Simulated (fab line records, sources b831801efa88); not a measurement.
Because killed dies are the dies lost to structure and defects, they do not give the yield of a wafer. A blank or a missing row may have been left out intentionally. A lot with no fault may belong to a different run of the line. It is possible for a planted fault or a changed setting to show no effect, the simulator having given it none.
Chamber matching	flow sky130	4 sister chambers for SKY_POLY_CUT_ETCH_10 on rie_diel-04
The step etches BARC in N2/H2, stops on SiO2, time 45.9 s, target depth 60 nm. 16 wafers are shown with their chamber, then 8 later ones without.

## EACH WAFER AND ITS CHAMBER
wafer	chamber	drypump_motor_current_A (A)	throttle_valve_pct (%)	oes_product_au (a.u.)
L811.1	3	6.3	13.234	0.852
L811.3	2	5.8	13.233	0.848
L811.4	3	6.3	13.225	0.852
L812.1	1	5.4	13.238	0.854
L812.3	3	6.2	13.225	0.850
L812.6	2	5.8	13.233	0.857
L813.1	3	6.3	13.213	0.860
L813.2	1	5.4	13.236	0.850
L813.6	3	6.3	13.224	0.862
L816.1	0	5.1	13.224	0.854
L816.3	1	5.4	13.212	0.853
L816.4	3	6.3	13.224	0.852
L818.2	3	6.2	13.215	0.858
L818.3	0	5.1	13.223	0.853
L818.5	1	5.4	13.221	0.859
L823.1	0	5.1	13.230	0.850

SIGNATURES, as means of the wafers listed above
reading	chamber 0	chamber 1	chamber 2	chamber 3	scatter within a chamber
drypump_motor_current_A	5.100	5.400	5.800	6.271	0.0345
throttle_valve_pct	13.22567	13.22675	13.23300	13.22286	0.00809
oes_product_au	0.85233	0.85400	0.85250	0.85514	0.00434
Rule: for a wafer and a chamber, the distance is found by dividing, reading by reading, the gap between the wafer's reading and the chamber's mean by the reading's scatter, squaring, summing and taking the root. If the next closest chamber is less than 2 further off than the closest, the wafer can't be placed; otherwise it belongs to the closest. The scatter: the root of (the sum of the squares of (reading less its chamber's mean) over the shown wafers, divided by (wafers less chambers)).

## WAFERS WHOSE CHAMBER IS MISSING
wafer	drypump_motor_current_A (A)	throttle_valve_pct (%)	oes_product_au (a.u.)
L823.3	5.4	13.233	0.858
L823.6	5.1	13.220	0.862
L828.1	5.1	13.231	0.854
L828.2	5.4	13.221	0.861
L828.5	5.4	13.235	0.864
L832.1	5.4	13.224	0.850
L832.3	6.3	13.227	0.848
L832.6	5.8	13.222	0.857

## THE CHAMBER EACH PASSED THROUGH
wafer	from the rows above	in truth
L823.3	1	1
L823.6	0	0
L828.1	0	0
L828.2	1	1
L828.5	1	1
L832.1	1	1
L832.3	3	3
L832.6	2	2
8 of 8 placed correctly. Not placeable from these rows: 0. Wrongly placed: 0.
